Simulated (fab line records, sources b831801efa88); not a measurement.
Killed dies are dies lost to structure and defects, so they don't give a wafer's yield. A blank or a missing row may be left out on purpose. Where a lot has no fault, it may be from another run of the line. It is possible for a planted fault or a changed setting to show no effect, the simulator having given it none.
Chamber matching | flow sky130 | 4 sister chambers for SKY_CONTACT_ETCH_16 on rie diel-01
The step etches BARC in N2/H2, stops on SiO2, time 45.9 s, target depth 60 nm. 14 wafers are shown with their chamber, then 7 later ones without.

## WAFERS PAIRED WITH THEIR CHAMBERS
wafer  | chamber | throttle valve pct (%) | oes product au (a.u.) | h2 flow sccm (sccm)
L872.2 | 3       | 13.235                 | 0.860                 | 200.4
L872.4 | 0       | 13.226                 | 0.860                 | 200.1
L872.6 | 0       | 13.229                 | 0.850                 | 200.0
L874.1 | 0       | 13.231                 | 0.858                 | 199.9
L874.3 | 2       | 13.224                 | 0.854                 | 199.8
L874.6 | 1       | 13.238                 | 0.861                 | 199.6
L876.4 | 3       | 13.240                 | 0.852                 | 199.1
L876.5 | 1       | 13.224                 | 0.849                 | 199.4
L876.6 | 0       | 13.232                 | 0.859                 | 199.5
L881.1 | 0       | 13.244                 | 0.849                 | 200.3
L881.2 | 3       | 13.230                 | 0.852                 | 198.7
L881.4 | 1       | 13.235                 | 0.862                 | 199.8
L882.2 | 3       | 13.209                 | 0.854                 | 201.0
L882.3 | 1       | 13.222                 | 0.855                 | 199.9

SIGNATURES (means of the wafers above)
reading            | chamber 0 | chamber 1 | chamber 2 | chamber 3 | scatter within a chamber
throttle valve pct | 13.23240  | 13.22975  | 13.22400  | 13.22850  | 0.00967
oes product au     | 0.85520   | 0.85675   | 0.85400   | 0.85450   | 0.00512
h2 flow sccm       | 199.960   | 199.675   | 199.800   | 199.800   | 0.632
Rule: for a wafer and a chamber, the distance is found by dividing, reading by reading, the gap between the wafer's reading and the chamber's mean by the reading's scatter, squaring, summing and taking the root. If the next closest chamber is less than 2 further off than the closest, the wafer can't be placed; otherwise it belongs to the closest. The scatter: the root of (the sum of the squares of (reading less its chamber's mean) over the shown wafers, divided by (wafers less chambers)).

## WAFERS WHOSE CHAMBER IS MISSING
wafer  | throttle valve pct (%) | oes product au (a.u.) | h2 flow sccm (sccm)
L882.5 | 13.219                 | 0.852                 | 199.3
L884.1 | 13.221                 | 0.855                 | 199.8
L884.4 | 13.214                 | 0.857                 | 199.2
L884.5 | 13.244                 | 0.837                 | 200.4
L887.3 | 13.219                 | 0.844                 | 200.3
L887.4 | 13.218                 | 0.853                 | 200.4
L887.6 | 13.236                 | 0.862                 | 199.8

## WHICH CHAMBER EACH WENT THROUGH
wafer  | from the rows above               | in truth
L882.5 | can't be placed: 2 or 3 or 1 or 0 | 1
L884.1 | can't be placed: 2 or 3 or 1 or 0 | 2
L884.4 | can't be placed: 2 or 1 or 3 or 0 | 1
L884.5 | can't be placed: 0 or 3 or 2 or 1 | 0
L887.3 | can't be placed: 2 or 3 or 0 or 1 | 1
L887.4 | can't be placed: 2 or 3 or 0 or 1 | 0
L887.6 | can't be placed: 1 or 0 or 3 or 2 | 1
Correctly placed: 0 of 7. From these rows, 7 cannot be placed; in 7 the true chamber is one of the candidates. 0 placed wrongly.
